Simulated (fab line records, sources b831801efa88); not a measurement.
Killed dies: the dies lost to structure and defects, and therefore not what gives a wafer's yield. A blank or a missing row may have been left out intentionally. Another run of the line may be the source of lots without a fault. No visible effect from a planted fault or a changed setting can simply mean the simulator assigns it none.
A single fault, viewed from 2 desks	flow sky130	every desk sees just its own numbers, and what lay behind them comes last

## AT THE METROLOGY DESK
Lot by lot, what the gauges showed, no matter which tool ran the lot: averages of those sampled wafers that carry a number. Any lot whose mean is over 4 standard deviations away from the usual mean is out of limits and marked OUT; that distance is given in the brackets.
Columns: A = METAL1_ALCU_RS at SKY_METAL1_RS_MEAS_05, usual 0.1268 ohm/sq
lot	first seen here	A
L140	day 32 03:58	0.1263
L141	day 32 15:14	0.1262
L143	day 33 19:30	0.1271
L146	day 35 00:11	0.1257
L148	day 35 05:16	0.1270
L147	day 35 09:14	0.1262
L149	day 35 14:28	0.1261
L152	day 37 03:23	0.1256
L158	day 38 02:59	0.1251
L159	day 38 05:38	0.1287
L160	day 38 11:38	0.1278
L161	day 38 21:47	0.1270
L162	day 39 00:20	0.1281
Finding of this desk: none of the 13 lots has anything out of limits.

## FOR THE TOOL OWNER'S DESK: implanter-03
For each lot that ran on this tool, the mean over its sampled wafers that have a number, from the tool's own readings at SKY_LDD_N_IMPLANT_10. Any lot whose mean is over 4 standard deviations away from the usual mean is out of limits and marked OUT; that distance is given in the brackets.
Columns: A = beam-energy-keV at SKY_LDD_N_IMPLANT_10, usual 20.000; B = dose-ions-cm2 at SKY_LDD_N_IMPLANT_10, usual 7.5e+13; C = faraday-current-uA at SKY_LDD_N_IMPLANT_10, usual 419; D = rotation-deg at SKY_LDD_N_IMPLANT_10, usual 203.01 degrees
lot	first seen here	A	B	C	D
L143	day 19 23:21	19.994	7.5e+13	424	202.99
L146	day 21 08:21	19.998	7.5e+13	423	203.03
L148	day 21 18:06	20.001	7.5e+13	432	203.02
L149	day 22 02:03	19.995	8.3e+13 (+93) OUT	468 (+5.1) OUT	203.01
L152	day 23 07:24	20.006	8.3e+13 (+92) OUT	456	202.99
L161	day 25 23:23	20.010	7.5e+13	421	203.00
L162	day 26 02:58	20.003	7.5e+13	425	203.02
This desk finds L149, L152 out of limits, L149 being first, at day 22 02:03 (dose-ions-cm2 at SKY_LDD_N_IMPLANT_10). L143, L146, L148, L161, L162 stayed within limits.

## BROUGHT TOGETHER
At day 22 02:03, on L149, L152, the tool owner's desk was in a position to raise an alarm.
Metrology desk: nothing out of limits seen.
The metrology desk has L149, L152 on record, within its limits.
The lots listed all ran SKY_LDD_N_IMPLANT_10 on implanter-03.

## WHAT THE SIMULATOR HAD INSERTED
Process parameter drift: implanter-03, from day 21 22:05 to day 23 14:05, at SKY_LDD_N_IMPLANT_10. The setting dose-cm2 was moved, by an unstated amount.
Struck lots among those shown: L149, L152.
Time in hours from fault onset to the first out-of-limits reading at each desk: the tool owner's desk, 4.
